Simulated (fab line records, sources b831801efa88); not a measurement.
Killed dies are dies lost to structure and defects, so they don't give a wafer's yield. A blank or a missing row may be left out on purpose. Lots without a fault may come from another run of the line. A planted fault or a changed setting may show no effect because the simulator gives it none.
Chamber matching | flow sky130 | SKY_CONTACT_CVD_00 on pecvd-02: 3 sister chambers
The step deposits Si3N4, target thk 75 nm. 6 wafers are shown with their chamber, then 7 later ones without.

WAFERS WITH THEIR CHAMBER
wafer  | chamber | heater_power_w (W)
L268.3 | 1       | 676
L275.2 | 2       | 865
L275.3 | 0       | 742
L275.5 | 2       | 693
L276.1 | 0       | 733
L276.2 | 1       | 723

WAFERS WITHOUT THEIR CHAMBER
wafer  | heater_power_w (W)
L276.4 | 725
L279.3 | 723
L279.4 | 710
L279.5 | 871
L280.3 | 698
L280.4 | 841
L280.5 | 781

WHICH CHAMBER EACH WENT THROUGH
wafer  | from the rows above          | in truth
L276.4 | can't be placed: 0 or 1 or 2 | 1
L279.3 | can't be placed: 0 or 1 or 2 | 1
L279.4 | can't be placed: 1 or 0 or 2 | 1
L279.5 | can't be placed: 2 or 0 or 1 | 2
L280.3 | can't be placed: 1 or 0 or 2 | 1
L280.4 | can't be placed: 2 or 0 or 1 | 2
L280.5 | can't be placed: 2 or 0 or 1 | 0
Placed correctly: 0 of 7. Can't be placed from these rows: 7 (the true chamber is among the candidates in 7). Placed wrongly: 0.
How it was worked out, from the rows above alone: a wafer's distance from a chamber is the root of the sum, over the readings, of the square of ((its reading less the chamber's mean) divided by the reading's scatter). The wafer belongs to the nearest chamber; if the next one is less than 2 further off, it can't be placed. A chamber's mean is the mean of its shown wafers. The scatter: the root of (the sum of the squares of (reading less its chamber's mean) over the shown wafers, divided by (wafers less chambers)).
